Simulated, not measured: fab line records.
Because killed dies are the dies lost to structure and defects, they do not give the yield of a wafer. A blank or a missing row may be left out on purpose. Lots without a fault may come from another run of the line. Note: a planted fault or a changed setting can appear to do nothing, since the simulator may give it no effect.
A lot that was struck, set against a sound lot + flow sky130 + 15 steps out of a route of 708
Sound: wafers L552.1, L552.2, L552.5. Struck: wafer L568.3. (L568.4 of the same lot was not struck and is left out.) The cause comes at the end.
For every step that has rows: the tool of each side, followed by ch and its chambers, followed by its first start. Under that, the readings that differ: sound wafers + struck wafers + difference of the means + sigmas: that difference in standard deviations of wafers without a fault.
alike: same words and numbers on both sides, and readings whose means sit less than 2 such deviations apart. not compared: any withheld reading, any reading some wafer has no value for, any bound like >300 that may hide the same value, and any number with overlapping values for which the record gives no deviation.
The two part at a step that has a row with sigmas, a row that says differs or no value, or rows on one side only. Numbers that have no deviation but don't overlap get no sigmas and don't part them. A reading that every wafer of one side lacks parts them only if that side has two wafers or more.

SKY_CONTACT_OVL_MEAS_15:
  sound on overlay-02, day 32 08:58; struck on overlay-02, day 36 17:34
  alike: CONTACT_OVL
then, 1 step without rows for these wafers: SKY_CONTACT_ETCH_16 (etches BARC in N2/H2, stops on SiO2, time 45.9 s, target depth 60 nm).
SKY_CONTACT_ETCH_17: etches SiO2 in C4F8/O2/Ar, stops on Si3N4, target depth 340 nm.
  sound on rie diel-02 ch 0,1,3, day 32 09:02; struck on rie diel-01 ch 2, day 36 17:38
  alike: oes product au
SKY_CONTACT_ETCH_18: etches Si3N4 in CHF3/O2, stops on TiN, time 39 s, target depth 75 nm.
  sound on rie diel-02 ch 0,1,3; struck on rie diel-01 ch 2
  alike: drypump motor current A, oes product au, throttle valve pct
  not compared: rf hours counter h
then, 4 steps without rows for these wafers: SKY_CONTACT_STRIP_19 (strips in O2/N2); SKY_CONTACT_STRIP_20 (strips in post etch residue remover, time 1200 s); SKY_CONTACT_CLEAN_21 (cleans in IPA, time 180 s); SKY_CONTACT_CLEAN_22 (cleans in O3/DIW).
SKY_CONTACT_SPUTTER_23: material TiN, target thk 20 nm, time 80 s.
  sound on pvd sputter-04, day 32 09:49; struck on pvd sputter-02, day 36 18:19
| reading                | sound          | struck | difference | sigmas |
|------------------------|----------------|--------|------------|--------|
| throttle valve pct (%) | 27.1 30.6 26.8 | 31.6   | +3.4       | +2     |
SKY_CONTACT_CVD_24: deposits W, target thk 340 nm, time 102.12 s.
  sound on cvd w-01 ch 0,1, day 32 09:52; struck on cvd w-01 ch 0, day 36 18:25
  alike: chamber pressure Torr, heater power w, susceptor temp C
SKY_CONTACT_RS_MEAS_25: a four-point-probe measurement.
  sound on film metro-01, day 32 09:59; struck on film metro-01, day 36 18:32
  alike: CONTACT_W_RS
SKY_CONTACT_THK_MEAS_26: measures by xrf.
  sound on film metro-01, day 32 10:06; struck on film metro-01, day 36 18:38
  alike: CONTACT_W_THK
SKY_CONTACT_CMP_27: polishes, stops on SiO2, t overpolish 15 s, target thk 0 nm.
  sound on cmp-02 ch 1,2,3, day 32 10:16; struck on cmp-01 ch 2, day 36 18:40
| reading                | sound                | struck | difference | sigmas      |
|------------------------|----------------------|--------|------------|-------------|
| overpolish run s (s)   | 15.010 15.002 15.001 | 0.041  | -14.963    | -99 or more |
| time to endpoint s (s) | 78 85 77             | 129    | +49        | +10         |
  alike: motor current A
SKY_METAL1_SPUTTER_00: material Ti, target thk 15 nm, time 10 s.
  rows exist in the record for the sound wafers here (pvd sputter-03, day 32 10:28), none for the struck ones
-- the record jumps here: 13 days lie between the struck wafers' starts before and after (it left off in module METAL1 and takes up again in module PAD_OPEN, whose first step shown is number 708 of the route) --
SKY_PAD_OPEN_PROBE_99:
  sound on prober-02, day 46 08:50; struck on prober-01, day 49 17:25
| reading            | sound    | struck | difference | sigmas |
|--------------------|----------|--------|------------|--------|
| killed at contacts | 28 23 17 | 430    | +407       | +77    |
| killed dies        | 91 83 88 | 492    | +405       | +40    |
| killed on rim      | 16 18 14 | 96     | +80        | +21    |
  alike: killed_at_M0_to_M3, killed_at_M4_up, killed at front end, killed at other, killed open, killed short

## WHERE THEY PART
Last at SKY_PAD_OPEN_PROBE_99 as far as this record goes, first at SKY_CONTACT_SPUTTER_23.

WHY: what had been put in by the simulator
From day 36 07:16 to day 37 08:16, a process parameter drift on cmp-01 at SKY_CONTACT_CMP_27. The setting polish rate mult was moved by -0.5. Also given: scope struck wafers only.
